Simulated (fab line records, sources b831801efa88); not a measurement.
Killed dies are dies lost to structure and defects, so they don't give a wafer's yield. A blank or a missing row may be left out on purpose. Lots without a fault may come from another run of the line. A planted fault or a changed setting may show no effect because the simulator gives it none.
A struck lot beside a sound one | flow sky130 | 16 steps out of a route of 708
Sound: wafers L736.1, L736.5, L736.6. Struck: wafers L747.1, L747.4, L747.5. The cause comes at the end.
At each step with rows: each side's tool, then ch and its chambers, then its first start. Under that, the readings that differ: sound wafers | struck wafers | difference of the means | sigmas: that difference in standard deviations of wafers without a fault.
alike: readings whose means differ by less than 2 such deviations, and words and numbers that are the same on both sides. not compared: withheld readings, readings that some wafer has no value for, bounds like >300 that may hide the same value, and numbers for which the record gives no deviation and whose values overlap.
The two part at a step that has a row with sigmas, a row that says differs or no value, or rows on one side only. Numbers that don't overlap but have no deviation are shown without sigmas and don't part them. A reading that every wafer of one side lacks parts them only if that side has two wafers or more.

first, 5 steps without rows for these wafers: SKY_POLY_GATE_COAT_08 (resist thk 450 nm); SKY_POLY_GATE_SOFTBAKE_09 (time 90 s); SKY_POLY_GATE_EXPOSE_10 (exposes mask P1M, target cd 150 nm); SKY_POLY_GATE_PEB_11; SKY_POLY_GATE_DEVELOP_12 (develop time 60 s).
SKY_POLY_GATE_CD_MEAS_13: target cd 150 nm.
  sound on cd_sem-01, day 18 01:26; struck on cd_sem-01, day 21 18:52
  alike: cd_nm
SKY_POLY_GATE_OVL_MEAS_14:
  sound on overlay-02, day 18 01:33; struck on overlay-01, day 21 18:59
  alike: POLY_GATE_OVL
SKY_POLY_GATE_ETCH_15: etches BARC in N2/H2, stops on SiO2, time 118.5 s, target depth 110 nm.
  sound on rie_diel-03 ch 2,3, day 18 01:35; struck on rie_diel-02 ch 1,2,3, day 21 19:01
  alike: bias_w, drypump_motor_current_A, n2_flow_sccm, oes_product_au, throttle_valve_pct
  not compared: rf_hours_counter_h
SKY_POLY_GATE_ETCH_16: etches Si3N4 in CH3F/O2, stops on poly-Si, time 147.5 s, target depth 75 nm.
  sound on rie_diel-03 ch 2,3, day 18 01:40; struck on rie_diel-02 ch 1,2,3, day 21 19:06
  alike: bias_w, drypump_motor_current_A, oes_product_au, throttle_valve_pct
  not compared: rf_hours_counter_h
SKY_POLY_GATE_ETCH_17: etches poly-Si in HBr/Cl2, stops on SiO2, target depth 180 nm, time 70.5 s.
  sound on rie_si-01 ch 0,3, day 18 01:46; struck on rie_si-01 ch 0,1,3, day 21 19:12
  alike: bias_w, drypump_motor_current_A, oes_product_au, throttle_valve_pct
  not compared: rf_hours_counter_h
SKY_POLY_GATE_STRIP_18: strips in O2/N2.
  sound on plasma_asher-02 ch 0,1, day 18 01:49; struck on plasma_asher-03 ch 0,1, day 21 19:16
  alike: drypump_motor_current_A, n2_flow_sccm, oes_product_au, strip_time_to_endpoint_s
  not compared: rf_hours_counter_h
then, 1 step without rows for these wafers: SKY_POLY_GATE_CLEAN_19 (cleans in SC1/SC2, time 150 s).
SKY_POLY_GATE_OXIDATION_20: stabilise 600 s, purge 300 s, target thk 4 nm.
  sound on furnace-01 ch 0, day 18 01:58; struck on furnace-02 ch 0, day 21 19:25
  reading                                          | sound                | struck               | difference | sigmas
  spike_tc_bottom_C (C)                            | 869.3 869.6 870.2    | 874.7 875.6 875.6    | +5.6       | +2
  spike_tc_centre_C (C)                            | 849.0 850.7 848.8    | 861.9 861.7 863.8    | +13.0      | +11
  spike_tc_lower_C (C)                             | 849.6 847.4 849.7    | 862.4 861.9 859.1    | +12.2      | +11
  spike_tc_top_C (C)                               | 863.6 862.4 860.8    | 871.4 872.0 871.7    | +9.4       | +9
  spike_tc_upper_C (C)                             | 848.6 848.9 849.4    | 862.3 862.3 862.0    | +13.2      | +10
  tube_center_temp_C (C)                           | 850.05 849.93 849.97 | 861.17 861.19 861.18 | +11.20     | +99 or more
  tube_center_temp_C_max                           | 852.3 852.4 851.8    | 863.3 863.4 864.8    | +11.7      | +33
  model.SiO2_of_POLY_GATE_OXIDATION_20.thk_nm (nm) | 4.056 4.023 4.046    | 4.812 4.794 4.775    | +0.752     |
SKY_POLY_GATE_THK_MEAS_21:
  sound on film_metro-01, day 18 03:13; struck on film_metro-01, day 21 20:40
  reading                      | sound          | struck         | difference | sigmas
  POLY_GATE_OXIDATION_THK (nm) | 4.08 4.02 4.02 | 4.81 4.74 4.76 | +0.73      | +8
SKY_POLY_GATE_CD_MEAS_22:
  sound on cd_sem-01, day 18 03:17; struck on cd_sem-01, day 21 20:43
  alike: cd_nm
-- the record jumps here: 28 days lie between the struck wafers' starts before and after (it left off in module POLY_GATE and takes up again in module PAD_OPEN, whose first step shown is number 708 of the route) --
SKY_PAD_OPEN_PROBE_99:
  sound on prober-01, day 47 01:06; struck on prober-02, day 49 08:54
  reading                         | sound             | struck            | difference | sigmas
  model.etest.tip_sonos.rs_ohm_sq | 2634 2585 2600    | 2779 2752 2751    | +154       |
  model.etest.tip_p.rs_ohm_sq     | 6846 6854 6855    | 7069 7080 7057    | +217       |
  model.etest.tip_n.rs_ohm_sq     | 442.4 448.9 442.4 | 454.2 454.3 454.5 | +9.8       |
  alike: killed_at_M0_to_M3, killed_at_M4_up, killed_at_contacts, killed_at_front_end, killed_at_other, killed_dies, killed_on_rim, killed_open, killed_short

WHERE THEY PART
First at SKY_POLY_GATE_OXIDATION_20; last, within this record, at SKY_POLY_GATE_THK_MEAS_21. Later steps at which nothing parts them and some readings are alike: SKY_POLY_GATE_CD_MEAS_22, SKY_PAD_OPEN_PROBE_99.

WHY: what the simulator had put in
Process parameter drift: furnace-02, from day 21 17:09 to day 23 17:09, at SKY_POLY_GATE_OXIDATION_20. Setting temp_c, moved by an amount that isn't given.
